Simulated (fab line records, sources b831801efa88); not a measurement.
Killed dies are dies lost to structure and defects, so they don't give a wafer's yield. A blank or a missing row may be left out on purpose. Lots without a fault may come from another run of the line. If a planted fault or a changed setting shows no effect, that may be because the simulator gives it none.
8D (eight disciplines) problem report, filled in by code :: flow sfq-line :: the parts of the form that need people (team, actions taken, sign-off) are left out

1. PROBLEM STATEMENT
heater-power-total-W at SFQ_TRILAYER_M6_LITHO_PEB_162 reads a mean of 82.75 W on 1 wafer of 1 lot; wafers without a fault read 79.15 W with a standard deviation of 0.059. Relative to the usual mean, that is a shift of +61 standard deviations.
The step: peb time 60 s.
First observed at day 81 13:51: wafer L415.5, on litho-track-04. At this step, 15 wafers from 5 lots have a number in the record. Rule for "out" (also "out of limits"): further than 4 standard deviations from the usual mean. All remaining wafers that have a number are taken as sound.

2. WHAT IT IS, WHAT IT ISN'T
question: which readings at this step
is: heater-power-total-W
is not: resist-line-temp-C

question: which lots
is: L415
is not: L408, L410, L412, L424

question: which wafers of those lots
is: L415.5
is not: L415.3, L415.4

question: read on which tools
is: litho-track-04
is not: litho-track-02, litho-track-03

question: when
is: from day 81 13:51
is not: up to then (11 sound wafers); but 3 sound wafers of L424 came after

3. THE SUSPECTS, EACH WITH WHAT RULES IT OUT
Counting: any tool at a process step up to the reading remains a suspect provided it ran every lot that is out. Sound lots after the first of them don't rule it out here, since some wafers of a struck lot are sound.
- rie-diel-02 at SFQ_TRILAYER_C5_BARC_OPEN_VIA_ETCH_210 (etches BARC in O2, target depth 125 nm, time 41.7 s): kept. L415, the lot that is out, went through it at day 77 19:25; up to then, the latest sound lot through it was L410 at day 76 12:13.
- rie-diel-02 at SFQ_TRILAYER_C5_ETCH_VIA_ETCH_154 (etches SiO2 in CHF3, stops on Nb, target depth 84 nm): kept. L415, the lot that is out, went through it at day 77 19:27; up to then, the latest sound lot through it was L410 at day 76 12:15.
- rie-metal-04 at SFQ_TRILAYER_C5_STRIP_STRIP_155 (strips in O2): kept. It ran the lot that is out, L415 (day 77 19:42).
- pvd-sputter-03 at SFQ_TRILAYER_M6_DEP_SPUTTER_157 (material Nb, target thk 200 nm, time 133.3 s): kept. L415, the lot that is out, went through it at day 77 20:19; up to then, the latest sound lot through it was L410 at day 76 13:07.
- litho-track-04 at SFQ_TRILAYER_M6_LITHO_PEB_162 (peb time 60 s): kept. L415, the lot that is out, went through it at day 81 13:51; up to then, the latest sound lot through it was L410 at day 80 06:46. Its own readings are out on those wafers: heater-power-total-W.
Left after counting: rie-diel-02 at SFQ_TRILAYER_C5_BARC_OPEN_VIA_ETCH_210, rie-diel-02 at SFQ_TRILAYER_C5_ETCH_VIA_ETCH_154, rie-metal-04 at SFQ_TRILAYER_C5_STRIP_STRIP_155, pvd-sputter-03 at SFQ_TRILAYER_M6_DEP_SPUTTER_157, litho-track-04 at SFQ_TRILAYER_M6_LITHO_PEB_162.

4. THE CAUSE (what the simulator had put in)
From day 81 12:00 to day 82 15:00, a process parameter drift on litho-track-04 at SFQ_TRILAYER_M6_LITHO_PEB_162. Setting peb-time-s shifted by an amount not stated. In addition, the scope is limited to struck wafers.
5 suspects survive the count, and this tool is in that group.

5. THE EFFECT CHAIN, in route order
One row per reading whose mean, taken over the struck wafers that have a number, lies over 3 standard deviations from the usual. Readings are gone through only where the record gives a usual standard deviation; hours: the median, over the lots, of the time from a lot's start at the first step in this table giving one to that lot's start at this step; sigmas: the change measured in usual standard deviations.
hours: 0
step: SFQ_TRILAYER_M6_LITHO_PEB_162
reading: heater-power-total-W
usual: 79.15 W
on struck wafers: 82.75
change: +3.60
sigmas: +61
Process steps it contains:
- SFQ_TRILAYER_M6_LITHO_PEB_162: peb time 60 s.
Later measuring or inspecting steps at which every struck wafer that the step has a row for has a number for every such reading, and none has moved that far: SFQ_M6_OVL_MEAS_940.

6. WHAT WOULD HAVE CAUGHT IT SOONER
The fault began at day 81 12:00; the first out-of-limits reading in this record came at day 81 13:51, 2 hours later.
